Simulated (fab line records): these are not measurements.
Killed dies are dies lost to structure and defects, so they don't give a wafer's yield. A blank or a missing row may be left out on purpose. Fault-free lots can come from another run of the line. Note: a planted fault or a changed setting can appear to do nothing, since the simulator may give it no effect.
Chamber matching -- flow sky130 -- 4 sister chambers for SKY_FIELD_ISO_CMP_27 on cmp-01
The step polishes, stops on Si3N4, t overpolish 16 s, target thk 457.8 nm. 8 wafers are shown with their chamber, then 9 later ones without.

== EACH WAFER AND ITS CHAMBER ==
wafer,chamber,motor_current_A (A),time_to_endpoint_s (s)
L489.4,3,11.9,120
L489.6,2,11.1,120
L491.2,2,11.6,117
L491.5,1,12.1,110
L491.6,0,12.0,110
L492.2,3,11.8,116
L492.4,1,12.2,106
L492.6,0,12.0,105

== WAFERS WITHOUT THEIR CHAMBER ==
wafer,motor_current_A (A),time_to_endpoint_s (s)
L495.2,12.6,112
L495.5,11.0,121
L495.6,12.3,120
L501.2,12.8,109
L501.5,12.9,111
L501.6,11.2,119
L502.1,11.5,118
L502.4,11.6,121
L502.5,12.1,107

== EACH ONE'S CHAMBER ==
wafer,from the rows above,in truth
L495.2,can't be placed: 1 or 0 or 3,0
L495.5,2,2
L495.6,can't be placed: 3 or 1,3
L501.2,can't be placed: 1 or 0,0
L501.5,can't be placed: 1 or 0 or 3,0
L501.6,2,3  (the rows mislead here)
L502.1,can't be placed: 2 or 3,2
L502.4,can't be placed: 2 or 3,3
L502.5,can't be placed: 1 or 0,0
1 of 9 placed correctly. Can't be placed from these rows: 7 (the true chamber is among the candidates in 7). 1 placed wrongly.
How it was worked out, from the rows above alone: a wafer's distance from a chamber is the root of the sum, over the readings, of the square of ((its reading less the chamber's mean) divided by the reading's scatter). The wafer belongs to the nearest chamber; if the next one is less than 2 further off, it can't be placed. The mean given for a chamber averages the wafers shown for that chamber. The scatter is the square root of a quotient: the sum, over the shown wafers, of each reading's squared deviation from its chamber's mean, divided by wafers minus chambers.
